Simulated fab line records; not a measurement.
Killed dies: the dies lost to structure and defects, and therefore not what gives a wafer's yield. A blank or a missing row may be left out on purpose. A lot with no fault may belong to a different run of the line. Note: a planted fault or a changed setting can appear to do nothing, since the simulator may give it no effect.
fab line records :: flow gf180mcu
[record]
  lots = 5
  wafers = 15
  last_day = 34
route steps=602 shown V3@444 M4@456
lots untouched by any fault: they come from a run of this same line in which no faults occurred
start_h: hours from the record's first day to the start of the lot's first wafer shown :: wait_h: hours elapsed since this lot's preceding step :: " repeats the value in the row above :: L1.1+2: one row covering several wafers at once :: - value missing, or start not given :: * or withheld: withheld :: < > ~ a bound
route shown NAME@n: NAME is a module with steps in the file, n the number in the route of the first one :: usual: average and standard deviation across the fault-free wafers :: same: alike in all rows :: chamber/n: place in a boat :: sites: each site's reading :: _std_site: how widely they spread, as a standard deviation :: _edge_site: mean of outer sites minus mean of inner sites :: radius_mm: how far each site lies from the wafer's centre :: mask NAME#n: copy n :: behind: the most recent tool/chamber to have shaped the wafer :: hold: what put the lot on hold/how long, in hours/how the hold closed :: device: transistor that didn't switch, given as n, p or np :: end of line: the route-end tests of the same wafers :: where a step has no rows: the recipe by itself :: killed: at the first sort, the dies lost to defects and structure; wafer yield is something else :: map: shows each die of a wafer: x if killed, . if not, _ if none is there
set.NAME: setting as actually run; set.NAME@STEP: the setting as run at that earlier step :: model.NAME: the simulator's own value behind a step, which no gauge read
lots at some steps of the route; a table a step, a row a wafer
services: a tool's chamber out of use, with start hour (start_h, from the record's first day; less than 0 if before it), hours out, and reason
[[steps]]
[step GF_V3_OVL_MEAS_15]
[usual]
  V3_OVL = -3/5.7
lot.wafer: L600.1
tool: overlay-02
chamber: -
start_h: 563.19
wait_h: 0.1
V3_OVL[nm]: 7

lot.wafer: L600.4
tool: overlay-02
chamber: -
start_h: 563.19
wait_h: 0.1
V3_OVL[nm]: 7

lot.wafer: L600.6
tool: overlay-02
chamber: -
start_h: 563.19
wait_h: 0.1
V3_OVL[nm]: 4

lot.wafer: L608.1
tool: overlay-02
chamber: -
start_h: 625.90
wait_h: 0.1
V3_OVL[nm]: 13

lot.wafer: L608.2
tool: overlay-02
chamber: -
start_h: 625.90
wait_h: 0.1
V3_OVL[nm]: 2

lot.wafer: L608.4
tool: overlay-02
chamber: -
start_h: 625.90
wait_h: 0.1
V3_OVL[nm]: 5

lot.wafer: L609.1
tool: overlay-01
chamber: -
start_h: 632.90
wait_h: 0.1
V3_OVL[nm]: -10

lot.wafer: L609.4
tool: overlay-01
chamber: -
start_h: 632.90
wait_h: 0.1
V3_OVL[nm]: -7

lot.wafer: L609.5
tool: overlay-01
chamber: -
start_h: 632.90
wait_h: 0.1
V3_OVL[nm]: -10

lot.wafer: L611.1
tool: overlay-02
chamber: -
start_h: 646.59
wait_h: 0.1
V3_OVL[nm]: -4

lot.wafer: L611.2
tool: overlay-02
chamber: -
start_h: 646.59
wait_h: 0.1
V3_OVL[nm]: -10

lot.wafer: L611.3
tool: overlay-02
chamber: -
start_h: 646.59
wait_h: 0.1
V3_OVL[nm]: -3

lot.wafer: L616.1
tool: overlay-01
chamber: -
start_h: 689.55
wait_h: 0.1
V3_OVL[nm]: -5

lot.wafer: L616.4
tool: overlay-01
chamber: -
start_h: 689.55
wait_h: 0.1
V3_OVL[nm]: -2

lot.wafer: L616.6
tool: overlay-01
chamber: -
start_h: 689.55
wait_h: 0.1
V3_OVL[nm]: -6
[step GF_V3_ETCH_16]
[recipe]
  chemistry = N2/H2
  target_depth_a = withheld
  overetch_a = withheld
  time_s = withheld
  target = BARC
  ion_energy_ev = 200
  source_w = 500
  bias_w = 100
  pressure_mtorr = 30
  n2_flow_sccm = 100
  h2_flow_sccm = 200
[usual]
  drypump_motor_current_A = 5.7/0.35
  n2_flow_sccm = 100.0/0.3
  oes_product_au = 0.853/0.0049
  throttle_valve_pct = 13.224/0.0087
lot.wafer: L600.1
tool: rie_diel-01
chamber: 0
start_h: 563.22
wait_h: 0.0
drypump_motor_current_A: 5.5
n2_flow_sccm: 100.3
oes_product_au: 0.857
throttle_valve_pct: 13.233

lot.wafer: L600.4
tool: rie_diel-01
chamber: 2
start_h: 563.22
wait_h: 0.0
drypump_motor_current_A: 6.3
n2_flow_sccm: 100.1
oes_product_au: 0.854
throttle_valve_pct: 13.222

lot.wafer: L600.6
tool: rie_diel-01
chamber: 0
start_h: 563.22
wait_h: 0.0
drypump_motor_current_A: 5.5
n2_flow_sccm: 100.2
oes_product_au: 0.859
throttle_valve_pct: 13.214

lot.wafer: L608.1
tool: rie_diel-01
chamber: 1
start_h: 625.94
wait_h: 0.0
drypump_motor_current_A: 5.4
n2_flow_sccm: 99.1
oes_product_au: 0.848
throttle_valve_pct: 13.229

lot.wafer: L608.2
tool: rie_diel-01
chamber: 2
start_h: 625.94
wait_h: 0.0
drypump_motor_current_A: 6.3
n2_flow_sccm: 100.5
oes_product_au: 0.850
throttle_valve_pct: 13.229

lot.wafer: L608.4
tool: rie_diel-01
chamber: 3
start_h: 625.94
wait_h: 0.0
drypump_motor_current_A: 5.4
n2_flow_sccm: 99.4
oes_product_au: 0.857
throttle_valve_pct: 13.235

lot.wafer: L609.1
tool: rie_diel-01
chamber: 3
start_h: 632.93
wait_h: 0.0
drypump_motor_current_A: 5.3
n2_flow_sccm: 99.8
oes_product_au: 0.851
throttle_valve_pct: 13.228

lot.wafer: L609.4
tool: rie_diel-01
chamber: 1
start_h: 632.93
wait_h: 0.0
drypump_motor_current_A: 5.4
n2_flow_sccm: 99.8
oes_product_au: 0.852
throttle_valve_pct: 13.226

lot.wafer: L609.5
tool: rie_diel-01
chamber: 2
start_h: 632.93
wait_h: 0.0
drypump_motor_current_A: 6.3
n2_flow_sccm: 100.4
oes_product_au: 0.851
throttle_valve_pct: 13.226

lot.wafer: L611.1
tool: rie_diel-01
chamber: 2
start_h: 646.62
wait_h: 0.0
drypump_motor_current_A: 6.3
n2_flow_sccm: 99.9
oes_product_au: 0.848
throttle_valve_pct: 13.216

lot.wafer: L611.2
tool: rie_diel-01
chamber: 1
start_h: 646.62
wait_h: 0.0
drypump_motor_current_A: 5.4
n2_flow_sccm: 100.2
oes_product_au: 0.858
throttle_valve_pct: 13.234

lot.wafer: L611.3
tool: rie_diel-01
chamber: 0
start_h: 646.62
wait_h: 0.0
drypump_motor_current_A: 5.5
n2_flow_sccm: 99.7
oes_product_au: 0.853
throttle_valve_pct: 13.226

lot.wafer: L616.1
tool: rie_diel-01
chamber: 2
start_h: 689.58
wait_h: 0.0
drypump_motor_current_A: 6.3
n2_flow_sccm: 99.7
oes_product_au: 0.860
throttle_valve_pct: 13.221

lot.wafer: L616.4
tool: rie_diel-01
chamber: 1
start_h: 689.58
wait_h: 0.0
drypump_motor_current_A: 5.4
n2_flow_sccm: 99.6
oes_product_au: 0.850
throttle_valve_pct: 13.226

lot.wafer: L616.6
tool: rie_diel-01
chamber: 1
start_h: 689.58
wait_h: 0.0
drypump_motor_current_A: 5.4
n2_flow_sccm: 99.8
oes_product_au: 0.851
throttle_valve_pct: 13.213
[step GF_V3_ETCH_17]
[recipe]
  chemistry = C4F8/O2/Ar
  mask_material = KrF
  target = SiO2
  stop_on = TiN
  source_w = 1500
  bias_w = 1200
  pressure_mtorr = 40
  c4f8_flow_sccm = withheld
  O2_flow_sccm = 6
  Ar_flow_sccm = 300
  time_s = withheld
  target_depth_a = 6350
[usual]
  oes_product_au = 0.845/0.0046
lot.wafer: L600.1
tool: rie_diel-01
chamber: 0
start_h: -
wait_h: -
oes_product_au: 0.837

lot.wafer: L600.4
tool: rie_diel-01
chamber: 2
start_h: -
wait_h: -
oes_product_au: 0.845

lot.wafer: L600.6
tool: rie_diel-01
chamber: 0
start_h: -
wait_h: -
oes_product_au: 0.847

lot.wafer: L608.1
tool: rie_diel-01
chamber: 1
start_h: -
wait_h: -
oes_product_au: 0.846

lot.wafer: L608.2
tool: rie_diel-01
chamber: 2
start_h: -
wait_h: -
oes_product_au: 0.849

lot.wafer: L608.4
tool: rie_diel-01
chamber: 3
start_h: -
wait_h: -
oes_product_au: 0.852

lot.wafer: L609.1
tool: rie_diel-01
chamber: 3
start_h: -
wait_h: -
oes_product_au: 0.844

lot.wafer: L609.4
tool: rie_diel-01
chamber: 1
start_h: -
wait_h: -
oes_product_au: 0.847

lot.wafer: L609.5
tool: rie_diel-01
chamber: 2
start_h: -
wait_h: -
oes_product_au: 0.845

lot.wafer: L611.1
tool: rie_diel-01
chamber: 2
start_h: -
wait_h: -
oes_product_au: 0.845

lot.wafer: L611.2
tool: rie_diel-01
chamber: 1
start_h: -
wait_h: -
oes_product_au: 0.841

lot.wafer: L611.3
tool: rie_diel-01
chamber: 0
start_h: -
wait_h: -
oes_product_au: 0.843

lot.wafer: L616.1
tool: rie_diel-01
chamber: 2
start_h: -
wait_h: -
oes_product_au: 0.847

lot.wafer: L616.4
tool: rie_diel-01
chamber: 1
start_h: -
wait_h: -
oes_product_au: 0.847

lot.wafer: L616.6
tool: rie_diel-01
chamber: 1
start_h: -
wait_h: -
oes_product_au: 0.840
[step GF_V3_STRIP_18]
[recipe]
  chemistry = O2/N2
  power_w = 1400
  pressure_mtorr = 1500
  platen_temp_c = 250
  o2_flow_sccm = 3000
  n2_flow_sccm = 300
  overash_fraction = 0.5
[step GF_V3_STRIP_19]
[recipe]
  chemistry = post_etch_residue_remover
  time_s = 1200
  temp_c = 72.5
[step GF_V3_CLEAN_20]
[recipe]
  chemistry = DIW
  dry = n2_spin
[step GF_V3_SPUTTER_21]
[recipe]
  material = Ti
  target_thk_nm = 15
  chamber_pressure_pa = 5
  power_w = 2500
  substrate_temp_c = 200
  time_s = 80.02
[step GF_V3_SPUTTER_22]
[recipe]
  material = TiN
  target_thk_nm = 10
  chamber_pressure_pa = 5
  power_w = 4000
  time_s = 40
[usual]
  throttle_valve_pct = 30.1/0.84
lot.wafer: L600.1
tool: pvd_sputter-04
chamber: -
start_h: 564.01
wait_h: 0.0
throttle_valve_pct: 30.2

lot.wafer: L600.4
tool: pvd_sputter-04
chamber: -
start_h: 564.01
wait_h: 0.0
throttle_valve_pct: 29.7

lot.wafer: L600.6
tool: pvd_sputter-04
chamber: -
start_h: 564.01
wait_h: 0.0
throttle_valve_pct: 28.7

lot.wafer: L608.1
tool: pvd_sputter-01
chamber: -
start_h: 626.66
wait_h: 0.0
throttle_valve_pct: 30.4

lot.wafer: L608.2
tool: pvd_sputter-01
chamber: -
start_h: 626.66
wait_h: 0.0
throttle_valve_pct: 28.8

lot.wafer: L608.4
tool: pvd_sputter-01
chamber: -
start_h: 626.66
wait_h: 0.0
throttle_valve_pct: 29.4

lot.wafer: L609.1
tool: pvd_sputter-01
chamber: -
start_h: 633.66
wait_h: 0.0
throttle_valve_pct: 28.7

lot.wafer: L609.4
tool: pvd_sputter-01
chamber: -
start_h: 633.66
wait_h: 0.0
throttle_valve_pct: 30.5

lot.wafer: L609.5
tool: pvd_sputter-01
chamber: -
start_h: 633.66
wait_h: 0.0
throttle_valve_pct: 29.0

lot.wafer: L611.1
tool: pvd_sputter-01
chamber: -
start_h: 647.34
wait_h: 0.0
throttle_valve_pct: 31.7

lot.wafer: L611.2
tool: pvd_sputter-01
chamber: -
start_h: 647.34
wait_h: 0.0
throttle_valve_pct: 28.6

lot.wafer: L611.3
tool: pvd_sputter-01
chamber: -
start_h: 647.34
wait_h: 0.0
throttle_valve_pct: 30.7

lot.wafer: L616.1
tool: pvd_sputter-01
chamber: -
start_h: 690.31
wait_h: 0.0
throttle_valve_pct: 31.6

lot.wafer: L616.4
tool: pvd_sputter-01
chamber: -
start_h: 690.31
wait_h: 0.0
throttle_valve_pct: 30.3

lot.wafer: L616.6
tool: pvd_sputter-01
chamber: -
start_h: 690.31
wait_h: 0.0
throttle_valve_pct: 31.7
[step GF_V3_CVD_23]
[recipe]
  material = W
  target_thk_nm = 350
  time_s = 104.9
  temp_c = 400
  pressure_torr = 40
[step GF_V3_RS_MEAS_24]
[recipe]
  thk_meas_gauge = four-point-probe
  reads = W_of_V3_CVD_23+TiN_of_V3_SPUTTER_22+Ti_of_V3_SPUTTER_21
[usual]
  V3_W_RS = 0.328/0.0042
lot.wafer: L600.1
tool: film_metro-03
chamber: -
start_h: 564.16
wait_h: 0.1
V3_W_RS[ohm/sq]: 0.325

lot.wafer: L600.4
tool: film_metro-03
chamber: -
start_h: 564.16
wait_h: 0.1
V3_W_RS[ohm/sq]: 0.333

lot.wafer: L600.6
tool: film_metro-03
chamber: -
start_h: 564.16
wait_h: 0.1
V3_W_RS[ohm/sq]: 0.325

lot.wafer: L608.1
tool: film_metro-02
chamber: -
start_h: 626.81
wait_h: 0.1
V3_W_RS[ohm/sq]: 0.324

lot.wafer: L608.2
tool: film_metro-02
chamber: -
start_h: 626.81
wait_h: 0.1
V3_W_RS[ohm/sq]: 0.331

lot.wafer: L608.4
tool: film_metro-02
chamber: -
start_h: 626.81
wait_h: 0.1
V3_W_RS[ohm/sq]: 0.332

lot.wafer: L609.1
tool: film_metro-04
chamber: -
start_h: 633.81
wait_h: 0.1
V3_W_RS[ohm/sq]: 0.333

lot.wafer: L609.4
tool: film_metro-04
chamber: -
start_h: 633.81
wait_h: 0.1
V3_W_RS[ohm/sq]: 0.328

lot.wafer: L609.5
tool: film_metro-04
chamber: -
start_h: 633.81
wait_h: 0.1
V3_W_RS[ohm/sq]: 0.325

lot.wafer: L611.1
tool: film_metro-03
chamber: -
start_h: 647.50
wait_h: 0.1
V3_W_RS[ohm/sq]: 0.332

lot.wafer: L611.2
tool: film_metro-03
chamber: -
start_h: 647.50
wait_h: 0.1
V3_W_RS[ohm/sq]: 0.332

lot.wafer: L611.3
tool: film_metro-03
chamber: -
start_h: 647.50
wait_h: 0.1
V3_W_RS[ohm/sq]: 0.337

lot.wafer: L616.1
tool: film_metro-03
chamber: -
start_h: 690.46
wait_h: 0.1
V3_W_RS[ohm/sq]: 0.330

lot.wafer: L616.4
tool: film_metro-03
chamber: -
start_h: 690.46
wait_h: 0.1
V3_W_RS[ohm/sq]: 0.328

lot.wafer: L616.6
tool: film_metro-03
chamber: -
start_h: 690.46
wait_h: 0.1
V3_W_RS[ohm/sq]: 0.328
[step GF_V3_THK_MEAS_25]
[recipe]
  thk_meas_gauge = xrf
  reads = W_of_V3_CVD_23
[usual]
  V3_W_THK = 358/6.7
lot.wafer: L600.1
tool: film_metro-03
chamber: -
start_h: 564.28
wait_h: 0.1
V3_W_THK[nm]: 368

lot.wafer: L600.4
tool: film_metro-03
chamber: -
start_h: 564.28
wait_h: 0.1
V3_W_THK[nm]: 359

lot.wafer: L600.6
tool: film_metro-03
chamber: -
start_h: 564.28
wait_h: 0.1
V3_W_THK[nm]: 368

lot.wafer: L608.1
tool: film_metro-02
chamber: -
start_h: 626.93
wait_h: 0.1
V3_W_THK[nm]: 358

lot.wafer: L608.2
tool: film_metro-02
chamber: -
start_h: 626.93
wait_h: 0.1
V3_W_THK[nm]: 351

lot.wafer: L608.4
tool: film_metro-02
chamber: -
start_h: 626.93
wait_h: 0.1
V3_W_THK[nm]: 349

lot.wafer: L609.1
tool: film_metro-04
chamber: -
start_h: 633.93
wait_h: 0.1
V3_W_THK[nm]: 347

lot.wafer: L609.4
tool: film_metro-04
chamber: -
start_h: 633.93
wait_h: 0.1
V3_W_THK[nm]: 352

lot.wafer: L609.5
tool: film_metro-04
chamber: -
start_h: 633.93
wait_h: 0.1
V3_W_THK[nm]: 355

lot.wafer: L611.1
tool: film_metro-03
chamber: -
start_h: 647.62
wait_h: 0.1
V3_W_THK[nm]: 357

lot.wafer: L611.2
tool: film_metro-03
chamber: -
start_h: 647.62
wait_h: 0.1
V3_W_THK[nm]: 357

lot.wafer: L611.3
tool: film_metro-03
chamber: -
start_h: 647.62
wait_h: 0.1
V3_W_THK[nm]: 352

lot.wafer: L616.1
tool: film_metro-03
chamber: -
start_h: 690.58
wait_h: 0.1
V3_W_THK[nm]: 366

lot.wafer: L616.4
tool: film_metro-03
chamber: -
start_h: 690.58
wait_h: 0.1
V3_W_THK[nm]: 367

lot.wafer: L616.6
tool: film_metro-03
chamber: -
start_h: 690.58
wait_h: 0.1
V3_W_THK[nm]: 365
[step GF_V3_CMP_26]
[recipe]
  stop_on = SiO2
  down_force_psi = 3.5
  platen_rpm = 60
  t_overpolish_s = 15
  target_thk_nm = 0
  pad_velocity_m_s = 0.94248
[usual]
  motor_current_A = 10.3/1.1
  overpolish_run_s = 14.999/0.0081
  time_to_endpoint_s = 85/4.6
lot.wafer: L600.4
tool: cmp-02
chamber: 1
start_h: 564.39
wait_h: 0.1
motor_current_A: 12.9
overpolish_run_s: 14.999
time_to_endpoint_s: 89

lot.wafer: L600.1
tool: cmp-02
chamber: 3
start_h: 564.39
wait_h: 0.1
motor_current_A: 9.6
overpolish_run_s: 14.989
time_to_endpoint_s: 84

lot.wafer: L600.6
tool: cmp-02
chamber: 0
start_h: 564.39
wait_h: 0.1
motor_current_A: 10.3
overpolish_run_s: 14.996
time_to_endpoint_s: 80

lot.wafer: L608.4
tool: cmp-02
chamber: 3
start_h: 626.99
wait_h: 0.0
motor_current_A: 9.7
overpolish_run_s: 14.993
time_to_endpoint_s: 78

lot.wafer: L608.2
tool: cmp-02
chamber: 1
start_h: 626.99
wait_h: 0.0
motor_current_A: 13.0
overpolish_run_s: 14.997
time_to_endpoint_s: 87

lot.wafer: L608.1
tool: cmp-02
chamber: 2
start_h: 626.99
wait_h: 0.0
motor_current_A: 11.1
overpolish_run_s: 14.996
time_to_endpoint_s: 93

lot.wafer: L609.1
tool: cmp-01
chamber: 0
start_h: 634.31
wait_h: 0.4
motor_current_A: 9.3
overpolish_run_s: 15.000
time_to_endpoint_s: 89

lot.wafer: L609.4
tool: cmp-01
chamber: 2
start_h: 634.31
wait_h: 0.4
motor_current_A: 11.8
overpolish_run_s: 14.977
time_to_endpoint_s: 86

lot.wafer: L609.5
tool: cmp-01
chamber: 3
start_h: 634.31
wait_h: 0.4
motor_current_A: 10.0
overpolish_run_s: 15.001
time_to_endpoint_s: 88

lot.wafer: L611.2
tool: cmp-02
chamber: 3
start_h: 647.68
wait_h: 0.0
motor_current_A: 9.6
overpolish_run_s: 14.989
time_to_endpoint_s: 85

lot.wafer: L611.3
tool: cmp-02
chamber: 1
start_h: 647.68
wait_h: 0.0
motor_current_A: 11.9
overpolish_run_s: 15.011
time_to_endpoint_s: 86

lot.wafer: L611.1
tool: cmp-02
chamber: 2
start_h: 647.68
wait_h: 0.0
motor_current_A: 11.3
overpolish_run_s: 14.989
time_to_endpoint_s: 91

lot.wafer: L616.1
tool: cmp-01
chamber: 1
start_h: 690.69
wait_h: 0.1
motor_current_A: 9.2
overpolish_run_s: 14.986
time_to_endpoint_s: 82

lot.wafer: L616.4
tool: cmp-01
chamber: 2
start_h: 690.69
wait_h: 0.1
motor_current_A: 11.6
overpolish_run_s: 14.995
time_to_endpoint_s: 81

lot.wafer: L616.6
tool: cmp-01
chamber: 0
start_h: 690.69
wait_h: 0.1
motor_current_A: 8.9
overpolish_run_s: 14.997
time_to_endpoint_s: 87
[step GF_M4_SPUTTER_00]
[recipe]
  material = Ti
  target_thk_nm = 37.5
  arriving_ion_energy_ev = 80
  substrate_temp_c = 200
  chamber_pressure_pa = 2
  power_w = 4000
  time_s = 150
[usual]
  throttle_valve_pct = 30.1/1.2
lot.wafer: L600.1
tool: pvd_sputter-01
chamber: -
start_h: 564.64
wait_h: 0.1
throttle_valve_pct: 30.4
model.Ti_of_M4_SPUTTER_00.thk_nm: 38.8

lot.wafer: L600.4
tool: pvd_sputter-01
chamber: -
start_h: 564.64
wait_h: 0.1
throttle_valve_pct: 31.5
model.Ti_of_M4_SPUTTER_00.thk_nm: 38.65

lot.wafer: L600.6
tool: pvd_sputter-01
chamber: -
start_h: 564.64
wait_h: 0.1
throttle_valve_pct: 28.4
model.Ti_of_M4_SPUTTER_00.thk_nm: 38.24

lot.wafer: L608.1
tool: pvd_sputter-01
chamber: -
start_h: 627.29
wait_h: 0.1
throttle_valve_pct: 30.7
model.Ti_of_M4_SPUTTER_00.thk_nm: 38.65

lot.wafer: L608.2
tool: pvd_sputter-01
chamber: -
start_h: 627.29
wait_h: 0.1
throttle_valve_pct: 29.4
model.Ti_of_M4_SPUTTER_00.thk_nm: 37.18

lot.wafer: L608.4
tool: pvd_sputter-01
chamber: -
start_h: 627.29
wait_h: 0.1
throttle_valve_pct: 31.7
model.Ti_of_M4_SPUTTER_00.thk_nm: 29.94

lot.wafer: L609.1
tool: pvd_sputter-03
chamber: -
start_h: 634.56
wait_h: 0.2
throttle_valve_pct: 27.8
model.Ti_of_M4_SPUTTER_00.thk_nm: 37.38

lot.wafer: L609.4
tool: pvd_sputter-03
chamber: -
start_h: 634.56
wait_h: 0.2
throttle_valve_pct: 30.9
model.Ti_of_M4_SPUTTER_00.thk_nm: 37.69

lot.wafer: L609.5
tool: pvd_sputter-03
chamber: -
start_h: 634.56
wait_h: 0.2
throttle_valve_pct: 31.0
model.Ti_of_M4_SPUTTER_00.thk_nm: 38.94

lot.wafer: L611.1
tool: pvd_sputter-02
chamber: -
start_h: 647.98
wait_h: 0.1
throttle_valve_pct: 30.4
model.Ti_of_M4_SPUTTER_00.thk_nm: 37.49

lot.wafer: L611.2
tool: pvd_sputter-02
chamber: -
start_h: 647.98
wait_h: 0.1
throttle_valve_pct: 29.9
model.Ti_of_M4_SPUTTER_00.thk_nm: 37.14

lot.wafer: L611.3
tool: pvd_sputter-02
chamber: -
start_h: 647.98
wait_h: 0.1
throttle_valve_pct: 30.6
model.Ti_of_M4_SPUTTER_00.thk_nm: 37.6

lot.wafer: L616.1
tool: pvd_sputter-03
chamber: -
start_h: 690.94
wait_h: 0.2
throttle_valve_pct: 30.6
model.Ti_of_M4_SPUTTER_00.thk_nm: 37.76

lot.wafer: L616.4
tool: pvd_sputter-03
chamber: -
start_h: 690.94
wait_h: 0.2
throttle_valve_pct: 31.0
model.Ti_of_M4_SPUTTER_00.thk_nm: 37.29

lot.wafer: L616.6
tool: pvd_sputter-03
chamber: -
start_h: 690.94
wait_h: 0.2
throttle_valve_pct: 30.9
model.Ti_of_M4_SPUTTER_00.thk_nm: 38.82
[step GF_M4_SPUTTER_01]
[recipe]
  material = TiN
  target_thk_nm = 30
  power_w = 6500
  time_s = 25
  chamber_pressure_pa = 0.4
[usual]
  throttle_valve_pct = 30.1/1.2
lot.wafer: L600.1
tool: pvd_sputter-01
chamber: -
start_h: 564.74
wait_h: 0.1
throttle_valve_pct: 30.7

lot.wafer: L600.4
tool: pvd_sputter-01
chamber: -
start_h: 564.74
wait_h: 0.1
throttle_valve_pct: 31.6

lot.wafer: L600.6
tool: pvd_sputter-01
chamber: -
start_h: 564.74
wait_h: 0.1
throttle_valve_pct: 28.7

lot.wafer: L608.1
tool: pvd_sputter-01
chamber: -
start_h: 627.39
wait_h: 0.1
throttle_valve_pct: 30.5

lot.wafer: L608.2
tool: pvd_sputter-01
chamber: -
start_h: 627.39
wait_h: 0.1
throttle_valve_pct: 29.4

lot.wafer: L608.4
tool: pvd_sputter-01
chamber: -
start_h: 627.39
wait_h: 0.1
throttle_valve_pct: 31.6

lot.wafer: L609.1
tool: pvd_sputter-03
chamber: -
start_h: 634.68
wait_h: 0.1
throttle_valve_pct: 27.9

lot.wafer: L609.4
tool: pvd_sputter-03
chamber: -
start_h: 634.68
wait_h: 0.1
throttle_valve_pct: 30.9

lot.wafer: L609.5
tool: pvd_sputter-03
chamber: -
start_h: 634.68
wait_h: 0.1
throttle_valve_pct: 30.9

lot.wafer: L611.1
tool: pvd_sputter-02
chamber: -
start_h: 648.08
wait_h: 0.1
throttle_valve_pct: 30.4

lot.wafer: L611.2
tool: pvd_sputter-02
chamber: -
start_h: 648.08
wait_h: 0.1
throttle_valve_pct: 30.0

lot.wafer: L611.3
tool: pvd_sputter-02
chamber: -
start_h: 648.08
wait_h: 0.1
throttle_valve_pct: 30.5

lot.wafer: L616.1
tool: pvd_sputter-03
chamber: -
start_h: 691.04
wait_h: 0.1
throttle_valve_pct: 30.9

lot.wafer: L616.4
tool: pvd_sputter-03
chamber: -
start_h: 691.04
wait_h: 0.1
throttle_valve_pct: 31.0

lot.wafer: L616.6
tool: pvd_sputter-03
chamber: -
start_h: 691.04
wait_h: 0.1
throttle_valve_pct: 31.0
[[services]]
tool: cmp-01
chamber: -
start_h: 559.65
hours: 0.5
kind: repair

tool: cmp-02
chamber: -
start_h: 572.00
hours: 4.0
kind: pm

tool: cmp-02
chamber: -
start_h: 575.05
hours: 1.2
kind: repair

tool: pvd_sputter-03
chamber: -
start_h: 580.50
hours: 7.0
kind: repair

tool: rie_diel-01
chamber: 2
start_h: 596.61
hours: 1.5
kind: repair

tool: cmp-01
chamber: -
start_h: 597.20
hours: 4.0
kind: repair

tool: pvd_sputter-01
chamber: 2
start_h: 601.08
hours: -
kind: consumable_replace:kit

tool: pvd_sputter-01
chamber: 2
start_h: 601.08
hours: 18.0
kind: scheduled_down

tool: cmp-01
chamber: -
start_h: 619.32
hours: 0.6
kind: repair

tool: cmp-02
chamber: -
start_h: 632.87
hours: 1.6
kind: repair

tool: rie_diel-01
chamber: 3
start_h: 640.65
hours: -
kind: clean

tool: rie_diel-01
chamber: 3
start_h: 640.65
hours: 22.2
kind: scheduled_down

tool: rie_diel-01
chamber: 3
start_h: 640.65
hours: 22.2
kind: vent_cycle

tool: cmp-01
chamber: -
start_h: 653.56
hours: 1.9
kind: repair

tool: pvd_sputter-04
chamber: -
start_h: 661.15
hours: 1.5
kind: repair

tool: rie_diel-01
chamber: 1
start_h: 662.83
hours: -
kind: clean

tool: rie_diel-01
chamber: 1
start_h: 662.83
hours: 18.1
kind: scheduled_down

tool: rie_diel-01
chamber: 1
start_h: 662.83
hours: 18.1
kind: vent_cycle

tool: rie_diel-01
chamber: 2
start_h: 666.38
hours: 5.3
kind: repair

tool: cmp-01
chamber: -
start_h: 666.61
hours: 0.8
kind: repair

tool: cmp-01
chamber: -
start_h: 673.16
hours: 4.5
kind: pm

tool: pvd_sputter-03
chamber: -
start_h: 682.10
hours: 0.7
kind: repair

tool: cmp-02
chamber: -
start_h: 686.41
hours: 0.8
kind: repair

tool: pvd_sputter-04
chamber: -
start_h: 689.18
hours: 1.0
kind: repair
[[key]]
first_sign none at tools or gauges
[model_effect]
  step = GF_M4_SPUTTER_00
  value = Ti_of_M4_SPUTTER_00.thk_nm
  without = 38.95
  struck = 29.94
met_at GF_M4_SPUTTER_00
struck_wafers L608.4
onset_between 564.64 627.29
[fault]
  kind = process_parameter_drift
  tool = pvd_sputter-01
  chamber = -
  onset_h = 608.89
  steps = GF_M4_SPUTTER_00
  channel = target_thk_nm
  offset = -9.0062
  shape = step
  end_h = 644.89
  acts_in = these_recipes_only
  stated = 37.5
  scope = struck_wafers_only
